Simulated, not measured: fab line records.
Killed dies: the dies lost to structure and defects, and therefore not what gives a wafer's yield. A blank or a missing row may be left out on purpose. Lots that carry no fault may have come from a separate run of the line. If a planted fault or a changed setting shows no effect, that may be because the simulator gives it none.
A struck lot beside a sound one | flow sky130 | 23 out of 708 route steps
Sound: wafers L193.2, L193.3, L193.4. Struck: wafer L201.1; the same lot's L201.2 was not struck, so it is left out; see the end for the cause.
Each step with rows lists, per side, the tool, then ch with its chambers, then its first start. Under that, the readings that differ: sound wafers | struck wafers | difference of the means | sigmas: that difference in standard deviations of wafers without a fault.
alike: words and numbers the same on both sides, and readings whose means are apart by under 2 such deviations; not compared: readings that were withheld, readings missing a value for some wafer, numbers with overlapping values and no deviation given by the record, and bounds like >300 which may hide the same value.
The two part at a step that has a row with sigmas, a row that says differs or no value, or rows on one side only. Non-overlapping numbers with no deviation appear without sigmas and do not part them. A reading that every wafer of one side lacks parts them only if that side has two wafers or more.

first, 1 step without rows for these wafers: SKY_LI_CONTACT_PRE_CLEAN_18 (time 5.6 s).
SKY_LI_CONTACT_SPUTTER_19: material Ti, target thk 20 nm, time 106.37 s.
  sound: pvd_sputter-04 at day 33 01:18; struck: pvd_sputter-02 at day 35 06:11
  alike: throttle_valve_pct
SKY_LI_CONTACT_SPUTTER_20: material TiN, target thk 20 nm, time 80 s.
  sound: pvd_sputter-04 at day 33 01:23; struck: pvd_sputter-02 at day 35 06:16
  alike: throttle_valve_pct
then, 1 step without rows for these wafers: SKY_LI_CONTACT_CVD_21 (deposits W, target thk 400 nm, time 120.56 s).
SKY_LI_CONTACT_RS_MEAS_22: measures by four-point-probe.
  sound: film_metro-02 at day 33 01:35; struck: film_metro-02 at day 35 06:27
  alike: LI_CONTACT_W_RS
SKY_LI_CONTACT_THK_MEAS_23: measures by xrf.
  sound: film_metro-02 at day 33 01:41; struck: film_metro-02 at day 35 06:34
  alike: LI_CONTACT_W_THK
SKY_LI_CONTACT_CMP_24: polishes, stops on PSG, t overpolish 20 s, target thk 0 nm.
  sound on cmp-02 ch 0,2,3, day 33 01:47; struck on cmp-01 ch 2, day 35 06:38
  alike: edge_zone_pressure_frac, motor_current_A, overpolish_run_s, time_to_endpoint_s
SKY_LOCAL_INTERCONNECT_SPUTTER_00: material TiN, target thk 100 nm, time 83.3 s.
  sound: pvd_sputter-02 at day 33 02:02; struck: pvd_sputter-04 at day 35 06:56
  alike: susceptor_temp_C, throttle_valve_pct
SKY_LOCAL_INTERCONNECT_RS_MEAS_01: measures by four-point-probe.
  sound: film_metro-01 at day 33 02:08; struck: film_metro-02 at day 35 06:59
  reading                            | sound             | struck | difference | sigmas
  LOCAL_INTERCONNECT_TIN_RS (ohm/sq) | 14.39 14.15 14.40 | 13.86  | -0.45      | -3
SKY_LOCAL_INTERCONNECT_THK_MEAS_02: measures by xrf.
  sound: film_metro-01 at day 33 02:14; struck: film_metro-02 at day 35 07:07
  reading                         | sound           | struck | difference | sigmas
  LOCAL_INTERCONNECT_TIN_THK (nm) | 98.6 100.2 98.1 | 102.4  | +3.4       | +3
then, 2 steps without rows for these wafers: SKY_LOCAL_INTERCONNECT_DEHYDRATE_03 (time 60 s); SKY_LOCAL_INTERCONNECT_HMDS_04 (prime time 60 s).
SKY_LOCAL_INTERCONNECT_COAT_05: resist thk 60 nm.
  sound on litho_track-04 ch 0, day 33 15:02; struck on litho_track-02 ch 0, day 35 19:43
  not compared: resist_line_temp_C
then, 5 steps without rows for these wafers: SKY_LOCAL_INTERCONNECT_COAT_06 (resist thk 450 nm); SKY_LOCAL_INTERCONNECT_SOFTBAKE_07 (time 90 s); SKY_LOCAL_INTERCONNECT_EXPOSE_08 (exposes mask LI1M, target cd 170 nm); SKY_LOCAL_INTERCONNECT_PEB_09; SKY_LOCAL_INTERCONNECT_DEVELOP_10 (develop time 60 s).
SKY_LOCAL_INTERCONNECT_CD_MEAS_11 targets a cd of 170 nm.
  sound: cd_sem-01 at day 34 04:29; struck: cd_sem-02 at day 36 10:04
  reading    | sound             | struck | difference | sigmas
  cd_nm (nm) | 170.8 170.4 171.3 | 168.0  | -2.8       | -2
SKY_LOCAL_INTERCONNECT_OVL_MEAS_12:
  sound: overlay-02 at day 34 04:35; struck: overlay-01 at day 36 10:11
  alike: LOCAL_INTERCONNECT_OVL
SKY_LOCAL_INTERCONNECT_ETCH_13: etches BARC in N2/H2, stops on SiO2, time 45.9 s, target depth 60 nm.
  sound on rie_metal-04 ch 0,1, day 34 04:37; struck on rie_metal-03 ch 0, day 36 10:13
  reading                  | sound             | struck | difference | sigmas
  oes_product_au (a.u.)    | 0.849 0.857 0.850 | 0.900  | +0.048     | +10
  model.etch.depth_nm (nm) | 60.03 60.01 60.15 | 64.3   | +4.2       |
  alike: drypump_motor_current_A, he_backside_leak_sccm, throttle_valve_pct
  not compared: rf_hours_counter_h
SKY_LOCAL_INTERCONNECT_METAL_ETCH_14: etches TiN in Cl2/BCl3, stops on PSG, target depth 110 nm, time 31.4 s.
  sound on rie_metal-04 ch 0,1, day 34 04:41; struck on rie_metal-03 ch 0, day 36 10:17
  reading                      | sound             | struck | difference | sigmas
  he_backside_leak_sccm (sccm) | 3.12 3.11 3.32    | 3.59   | +0.41      | +2
  oes_product_au (a.u.)        | 0.927 0.940 0.932 | 0.953  | +0.020     | +2
  alike: drypump_motor_current_A, throttle_valve_pct
  not compared: rf_hours_counter_h
-- a jump in the record: the struck wafers' starts before and after are 14 days apart (it breaks off in module LOCAL_INTERCONNECT and resumes in module PAD_OPEN, where the first step shown is number 708 of the route) --
SKY_PAD_OPEN_PROBE_99:
  record: rows for the struck wafers here (prober-01, day 50 12:11), none for the sound ones

WHERE THEY PART
Last at SKY_PAD_OPEN_PROBE_99 as far as this record goes, first at SKY_LOCAL_INTERCONNECT_RS_MEAS_01.

WHY: whatever the simulator had introduced
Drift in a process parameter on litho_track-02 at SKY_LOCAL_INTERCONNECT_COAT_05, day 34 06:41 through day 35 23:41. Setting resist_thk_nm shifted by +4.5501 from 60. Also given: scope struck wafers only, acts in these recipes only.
